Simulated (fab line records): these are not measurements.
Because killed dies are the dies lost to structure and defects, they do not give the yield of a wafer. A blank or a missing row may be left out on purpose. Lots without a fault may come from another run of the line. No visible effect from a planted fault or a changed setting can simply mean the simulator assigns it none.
What tool caused it? :: flow sky130 :: 10 lots with 30 wafers sampled at 3 steps, on a route of 708 steps

## WHAT EACH GAUGE READ, for each wafer
SKY_VIA3_OVL_MEAS_13.
lot: L761
measured: day 39 14:30
on: overlay-02
VIA3_OVL (nm): -3 -7 -4

lot: L762
measured: day 40 05:17
on: overlay-01
VIA3_OVL (nm): 1 8 7

lot: L763
measured: day 40 09:49
on: overlay-02
VIA3_OVL (nm): 6 11 5

lot: L765
measured: day 41 10:17
on: overlay-01
VIA3_OVL (nm): -7 -10 -6

lot: L774
measured: day 43 19:32
on: overlay-02
VIA3_OVL (nm): 2 1 8

lot: L775
measured: day 44 04:05
on: overlay-01
VIA3_OVL (nm): -3 -2 -7

lot: L776
measured: day 44 10:37
on: overlay-02
VIA3_OVL (nm): -7 -3 5

lot: L780
measured: day 45 09:34
on: overlay-01
VIA3_OVL (nm): -3 2 -7

lot: L782
measured: day 45 15:01
on: overlay-01
VIA3_OVL (nm): -11 -4 -9

lot: L783
measured: day 46 03:43
on: overlay-02
VIA3_OVL (nm): 1 8 -3

## WHAT TOOL EACH LOT RAN ON (gives the tool, then ch and the chambers of the sampled wafers, and finally the start)
lot: L761
SKY_METAL3_SPUTTER_03: pvd-sputter-03, day 36 08:38
SKY_VIA3_COAT_07: litho-track-03 ch 0, day 39 02:00

lot: L762
SKY_METAL3_SPUTTER_03: pvd-sputter-03, day 36 19:28
SKY_VIA3_COAT_07: litho-track-04 ch 0, day 39 16:00

lot: L763
SKY_METAL3_SPUTTER_03: pvd-sputter-03, day 37 04:31
SKY_VIA3_COAT_07: litho-track-04 ch 0, day 39 22:00

lot: L765
SKY_METAL3_SPUTTER_03: pvd-sputter-02, day 38 05:25
SKY_VIA3_COAT_07: litho-track-03 ch 0, day 40 22:00

lot: L774
SKY_METAL3_SPUTTER_03: pvd-sputter-02, day 40 19:00
SKY_VIA3_COAT_07: litho-track-03 ch 0, day 43 08:00

lot: L775
SKY_METAL3_SPUTTER_03: pvd-sputter-03, day 41 04:26
SKY_VIA3_COAT_07: litho-track-03 ch 0, day 43 16:00

lot: L776
SKY_METAL3_SPUTTER_03: pvd-sputter-04, day 41 10:41
SKY_VIA3_COAT_07: litho-track-04 ch 0, day 43 23:00

lot: L780
SKY_METAL3_SPUTTER_03: pvd-sputter-02, day 42 12:47
SKY_VIA3_COAT_07: litho-track-01 ch 0, day 44 22:00

lot: L782
SKY_METAL3_SPUTTER_03: pvd-sputter-04, day 42 18:58
SKY_VIA3_COAT_07: litho-track-01 ch 0, day 45 04:00

lot: L783
SKY_METAL3_SPUTTER_03: pvd-sputter-02, day 43 07:14
SKY_VIA3_COAT_07: litho-track-01 ch 0, day 45 15:00
- SKY_METAL3_SPUTTER_03: material Ti, target thk 5 nm, time 3.3 s.
- SKY_VIA3_COAT_07: resist thk 450 nm.

## THE ANSWER, worked out from the rows above alone
Rule: usual is defined by the lots themselves. The widest of any qualifying gaps counts: lots, ordered by their means at a reading, are off when they make up no more than a third of the lots, leave a main group of 4 or more, and stand apart from it by 3 or more times the standard deviation of that group's means. A main group whose means are all the same, to the digits that the tables above print for the reading, isn't used. Also off: a lot with no number at a reading for which 4 or more lots have one. The other lots that the step has rows for count as sound.
Nothing can be told from this: no lot is off at any reading shown.

## WHAT THE SIMULATOR HAD INSERTED
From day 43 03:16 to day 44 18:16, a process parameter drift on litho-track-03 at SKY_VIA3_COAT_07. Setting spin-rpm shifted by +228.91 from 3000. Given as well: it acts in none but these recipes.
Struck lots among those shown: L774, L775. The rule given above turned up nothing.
